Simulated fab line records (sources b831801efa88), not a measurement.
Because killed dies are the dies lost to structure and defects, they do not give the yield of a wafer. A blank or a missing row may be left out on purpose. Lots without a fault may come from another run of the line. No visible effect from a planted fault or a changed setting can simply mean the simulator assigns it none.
Chamber matching + flow gf180mcu + GF_MIM_CVD_05 on pecvd-02 has 3 sister chambers
The step deposits Si3N4, target thk 42 nm, time 29.086 s. 6 wafers are shown with their chamber, then 10 later ones without.

WAFERS PAIRED WITH THEIR CHAMBERS
| wafer  | chamber | heaterPowerW (W) |
|--------|---------|------------------|
| L086.2 | 1       | 674              |
| L090.1 | 2       | 767              |
| L090.2 | 0       | 497              |
| L090.3 | 1       | 651              |
| L090.4 | 2       | 779              |
| L090.5 | 0       | 496              |

WAFERS WITH NO CHAMBER GIVEN
| wafer  | heaterPowerW (W) |
|--------|------------------|
| L090.6 | 667              |
| L094.1 | 697              |
| L094.2 | 713              |
| L094.3 | 481              |
| L094.4 | 705              |
| L094.5 | 475              |
| L094.6 | 677              |
| L097.1 | 695              |
| L097.3 | 671              |
| L097.4 | 666              |

THE CHAMBER EACH PASSED THROUGH
| wafer  | from the rows above     | in truth                   |
|--------|-------------------------|----------------------------|
| L090.6 | 1                       | 1                          |
| L094.1 | 1                       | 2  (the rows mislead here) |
| L094.2 | can't be placed: 1 or 2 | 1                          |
| L094.3 | 0                       | 0                          |
| L094.4 | 1                       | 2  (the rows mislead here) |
| L094.5 | 0                       | 0                          |
| L094.6 | 1                       | 1                          |
| L097.1 | 1                       | 1                          |
| L097.3 | 1                       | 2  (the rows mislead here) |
| L097.4 | 1                       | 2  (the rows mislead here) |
Placed correctly: 5 of 10. Unplaceable from these rows: 1, with the true chamber sitting among the candidates in 1. Placed wrongly: 4.
How it was worked out, from the rows above alone: a wafer's distance from a chamber is the root of the sum, over the readings, of the square of ((its reading less the chamber's mean) divided by the reading's scatter). The wafer belongs to the nearest chamber; if the next one is less than 2 further off, it can't be placed. For every chamber, the mean is computed from those of its wafers that are shown. How the scatter is found: for the shown wafers, subtract from each reading the mean of its chamber, square and add these, divide the total by (wafers less chambers), then take the root.
